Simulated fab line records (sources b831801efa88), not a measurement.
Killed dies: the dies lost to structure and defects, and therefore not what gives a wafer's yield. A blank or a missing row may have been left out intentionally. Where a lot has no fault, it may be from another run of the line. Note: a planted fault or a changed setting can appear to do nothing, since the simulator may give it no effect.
Struck lot and sound lot, side by side	flow sky130	17 out of 708 route steps
Sound: wafers L200.3, L200.5, L200.6. Wafers L215.1, L215.5, L215.6 were the ones struck. At the end, the cause is stated.
Per side, at each step with rows, come the tool, then ch with its chambers, and then its first start. Under that, the readings that differ: sound wafers	struck wafers	difference of the means	sigmas: that difference in standard deviations of wafers without a fault.
alike: readings with means less than 2 such deviations apart, plus words and numbers identical on both sides. not compared: withheld readings, readings lacking a value on some wafer, bounds such as >300 that could conceal the same value, and numbers that have no deviation in the record and whose values overlap.
Wherever a step has rows on one side only, a row that says differs or no value, or a row with sigmas, the two part there. When numbers do not overlap yet have no deviation, they are printed without sigmas and do not part them. A reading missing from all wafers of one side parts the sides only when that side holds two or more wafers.

first, 1 step without rows for these wafers: SKY_VT_ADJUST_LVTN_IMPLANT_19.
SKY_VT_ADJUST_LVTN_STRIP_20: strips in O2/N2.
  sound on plasma asher-02 ch 0,1, day 9 12:25; struck on plasma asher-01 ch 0,1, day 13 20:06
  alike: drypump motor current A, oes product au, strip time to endpoint s
  not compared: rf hours counter h
SKY_VT_ADJUST_LVTN_TW_MEAS_21:
  sound on film metro-02, day 9 12:30; struck on film metro-02, day 13 20:12
  alike: VT_ADJUST_LVTN_2_TW
then, 7 steps without rows for these wafers: SKY_VT_ADJUST_NCORE_DEHYDRATE_00 (time 60 s); SKY_VT_ADJUST_NCORE_HMDS_01 (prime time 60 s); SKY_VT_ADJUST_NCORE_COAT_02 (resist thk 1140 nm); SKY_VT_ADJUST_NCORE_SOFTBAKE_03 (time 60 s); SKY_VT_ADJUST_NCORE_EXPOSE_04 (exposes mask LVTN COMPLEMENT THIN, target cd 380 nm); SKY_VT_ADJUST_NCORE_PEB_05; SKY_VT_ADJUST_NCORE_DEVELOP_06 (develop time 60 s).
SKY_VT_ADJUST_NCORE_CD_MEAS_07: the cd target is 380 nm.
  sound on cd sem-01, day 10 10:32; struck on cd sem-01, day 14 22:17
  alike: cd nm
SKY_VT_ADJUST_NCORE_OVL_MEAS_08:
  sound on overlay-01, day 10 10:37; struck on overlay-02, day 14 22:25
  alike: VT_ADJUST_NCORE_OVL
SKY_VT_ADJUST_NCORE_IMPLANT_09:
  sound on implanter-03 ch 0, day 10 10:42; struck on implanter-04 ch 0, day 14 22:27
reading	sound	struck	difference	sigmas
beam energy keV	9.999 10.000 9.998	12.304 12.310 12.305	+2.307	+99 or more
model.implant.rp nm (nm)	32.94 32.94 32.94	40.34 40.34 40.34	+7.40	
model.implant.drp nm (nm)	17.11 17.11 17.11	19.85 19.85 19.85	+2.74	
  alike: end station pressure torr
SKY_VT_ADJUST_NCORE_STRIP_10: strips in O2/N2.
  sound on plasma asher-04 ch 0,1, day 10 10:50; struck on plasma asher-01 ch 0,1, day 14 22:36
  alike: drypump motor current A, oes product au, strip time to endpoint s
  not compared: rf hours counter h
SKY_VT_ADJUST_NCORE_TW_MEAS_11:
  sound on film metro-01, day 10 10:55; struck on film metro-01, day 14 22:42
reading	sound	struck	difference	sigmas
VT_ADJUST_NCORE_TW	217.9 219.6 219.9	228.1 228.6 228.6	+9.3	+4
then, 1 step without rows for these wafers: SKY_VT_ADJUST_HVTR_DEHYDRATE_00 (time 60 s).
-- the record jumps here: 36 days lie between the struck wafers' starts before and after (it left off in module VT_ADJUST_HVTR and takes up again in module PAD_OPEN, whose first step shown is number 708 of the route) --
SKY_PAD_OPEN_PROBE_99:
  sound on prober-01, day 47 14:15; struck on prober-01, day 50 19:38
reading	sound	struck	difference	sigmas
model.etest.nfet_16v.r on ohm um	1.407e+04 1.408e+04 1.41e+04	1.468e+04 1.479e+04 1.478e+04	+6.667e+02	
model.etest.pfet g5v0d10v5.off log10 a um	-12.56 -12.54 -12.51	-11.62 -11.8 -11.66	+0.84	
model.etest.pfet g5v0d10v5.vt sat v (V)	-0.6427 -0.637 -0.6434	-0.5579 -0.5677 -0.5633	+0.0781	
model.etest.pfet_16v.vt v (V)	-1.098 -1.088 -1.103	-1.056 -1.049 -1.057	+0.042	
model.etest.pfet g5v0d10v5.vt v (V)	-0.8333 -0.8299 -0.8326	-0.7878 -0.795 -0.7915	+0.0405	
model.etest.pfet g5v0d10v5.vt long v (V)	-0.9315 -0.9247 -0.9319	-0.8953 -0.8842 -0.8989	+0.0366	
model.etest.nfet g5v0d10v5.body rise v (V)	0.6715 0.6716 0.6695	0.7014 0.7017 0.7051	+0.0319	
  alike: killed_at_M0_to_M3, killed_at_M4_up, killed at contacts, killed at front end, killed at other, killed dies, killed open, killed short
  not compared: model.etest.res pwell under gate.rs ohm sq

## WHERE THEY PART
First at SKY_VT_ADJUST_NCORE_IMPLANT_09; last, within this record, at SKY_VT_ADJUST_NCORE_TW_MEAS_11. Later steps at which nothing parts them and some readings are alike: SKY_PAD_OPEN_PROBE_99.

WHY: the cause the simulator had injected
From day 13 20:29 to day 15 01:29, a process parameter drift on implanter-04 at SKY_VT_ADJUST_NCORE_IMPLANT_09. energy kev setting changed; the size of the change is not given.
